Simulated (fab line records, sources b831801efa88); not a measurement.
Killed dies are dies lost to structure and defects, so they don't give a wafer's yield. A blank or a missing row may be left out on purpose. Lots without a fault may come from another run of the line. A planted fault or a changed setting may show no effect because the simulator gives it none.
Problem report in the 8D (eight disciplines) form, filled by code | flow sky130 | the parts of the form that need people (team, actions taken, sign-off) are left out

1. THE PROBLEM
rf_fwd_power_W at SKY_CAP2M_METAL_ETCH_13 reads a mean of 1038.5 W on 2 wafers of 2 lots; wafers without a fault read 892.4 W with a standard deviation of 3. That is +49 standard deviations from the usual mean.
The step: etches TiN in Cl2/BCl3, stops on SiO2, target depth 220 nm, time 62.9 s.
First seen on wafer L859.6, day 45 07:18, on rie_metal-03. The record holds 36 wafers of 12 lots with a number at this step. Rule for "out", or "out of limits": more than 4 standard deviations from the usual mean. The other wafers with a number count as sound.

2. WHAT IT IS AND WHAT IT IS NOT
question                    | is                | is not
which readings at this step | rf_fwd_power_W    | drypump_motor_current_A, oes_product_au, throttle_valve_pct
which lots                  | L859, L862        | L844, L846, L848, L851, L852, L853, L854, L858, L864, L865
which wafers of those lots  | L859.6, L862.2    | L859.2, L859.4, L862.3, L862.5
read on which tools         | rie_metal-03      | rie_metal-02, rie_metal-04
when                        | from day 45 07:18 | up to then (26 sound wafers); but 8 sound wafers of L862, L864, L865 came after

3. SUSPECTS, AND WHAT RULES EACH OUT
Counting: a tool at a process step up to the reading stays a suspect if it ran every lot that is out. Sound lots after the first of them don't rule it out here, since some wafers of a struck lot are sound.
- rie_metal-03 at SKY_CAP2M_METAL_ETCH_13 (etches TiN in Cl2/BCl3, stops on SiO2, target depth 220 nm, time 62.9 s): kept. It ran every lot that is out, first L859 (day 45 07:18); its last sound lot up to then is L854 (day 43 17:33). Its own readings are out on those wafers: rf_fwd_power_W.
- Within rie_metal-03 at SKY_CAP2M_METAL_ETCH_13: the wafers that are out ran in chamber 1; their sound lot-mates ran in chamber 0.
Left after counting: rie_metal-03 at SKY_CAP2M_METAL_ETCH_13.

4. THE CAUSE (what the simulator had put in)
Process parameter drift: rie_metal-03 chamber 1, from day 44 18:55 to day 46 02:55, at SKY_CAP2M_METAL_ETCH_13. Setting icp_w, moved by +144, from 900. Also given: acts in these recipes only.
Counting left only this tool.

5. THE CHAIN OF EFFECTS, in route order
Each row: a reading whose mean over the struck wafers that have a number lies more than 3 standard deviations from the usual. Only readings for which the record gives a usual standard deviation are gone through. hours: the time from each lot's start at the first step in this table that gives one to its start at this step, as a median over the lots. sigmas: the change in usual standard deviations.
hours | step                    | reading        | usual      | on struck wafers | change | sigmas
0     | SKY_CAP2M_METAL_ETCH_13 | rf_fwd_power_W | 892.4 W    | 1038.5           | +146.1 | +49
22    | SKY_METAL4_ETCH_17      | oes_product_au | 0.754 a.u. | 0.683            | -0.071 | -11
The process steps in it:
- SKY_CAP2M_METAL_ETCH_13: etches TiN in Cl2/BCl3, stops on SiO2, target depth 220 nm, time 62.9 s.
- SKY_METAL4_ETCH_17: etches SiO2 in C4F8/O2/Ar, stops on TiN, time 3.9 s, target depth 15 nm.

6. WHAT WOULD HAVE CAUGHT IT SOONER
In this record the first reading out of limits was taken at day 45 07:18, 12 hours after the fault began at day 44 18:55.
